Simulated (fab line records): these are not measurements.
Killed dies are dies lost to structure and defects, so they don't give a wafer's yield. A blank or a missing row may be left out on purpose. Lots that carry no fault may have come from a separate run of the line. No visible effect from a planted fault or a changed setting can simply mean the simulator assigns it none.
Chamber matching / flow gf180mcu / 4 sister chambers for GF_V1_CMP_04 on cmp-01
The step polishes SiO2. 4 wafers are shown with their chamber, then 12 later ones without.

## WAFERS, EACH WITH ITS CHAMBER
wafer=L084.1; chamber=0; motor-current-A (A)=11.0
wafer=L088.4; chamber=3; motor-current-A (A)=12.2
wafer=L090.1; chamber=1; motor-current-A (A)=13.1
wafer=L090.6; chamber=2; motor-current-A (A)=12.8

## WAFERS MISSING THEIR CHAMBER
wafer=L091.2; motor-current-A (A)=12.3
wafer=L091.3; motor-current-A (A)=12.2
wafer=L091.6; motor-current-A (A)=12.1
wafer=L094.4; motor-current-A (A)=12.6
wafer=L094.5; motor-current-A (A)=12.3
wafer=L094.6; motor-current-A (A)=12.1
wafer=L096.2; motor-current-A (A)=12.4
wafer=L096.3; motor-current-A (A)=12.7
wafer=L096.5; motor-current-A (A)=10.1
wafer=L097.1; motor-current-A (A)=12.5
wafer=L097.5; motor-current-A (A)=12.6
wafer=L097.6; motor-current-A (A)=10.3

## CHAMBER TAKEN BY EACH
wafer=L091.2; from the rows above=can't be placed: 3 or 2 or 1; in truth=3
wafer=L091.3; from the rows above=can't be placed: 3 or 2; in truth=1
wafer=L091.6; from the rows above=can't be placed: 3 or 2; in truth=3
wafer=L094.4; from the rows above=can't be placed: 2 or 3 or 1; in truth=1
wafer=L094.5; from the rows above=can't be placed: 3 or 2 or 1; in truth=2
wafer=L094.6; from the rows above=can't be placed: 3 or 2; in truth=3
wafer=L096.2; from the rows above=can't be placed: 3 or 2 or 1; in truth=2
wafer=L096.3; from the rows above=can't be placed: 2 or 1 or 3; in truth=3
wafer=L096.5; from the rows above=0; in truth=0
wafer=L097.1; from the rows above=can't be placed: 2 or 3 or 1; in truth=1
wafer=L097.5; from the rows above=can't be placed: 2 or 3 or 1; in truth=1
wafer=L097.6; from the rows above=0; in truth=0
Correct placement for 2 of the 12. Unplaceable from these rows: 10, with the true chamber sitting among the candidates in 9. Wrongly placed: 0.
How it was worked out, from the rows above alone: a wafer's distance from a chamber is the root of the sum, over the readings, of the square of ((its reading less the chamber's mean) divided by the reading's scatter). If the next closest chamber is less than 2 further off than the closest, the wafer can't be placed; otherwise it belongs to the closest. A chamber's mean is the mean of its shown wafers. The scatter: root of mean squared gap, hidden wafer to nearest shown wafer, with one shown wafer a chamber.
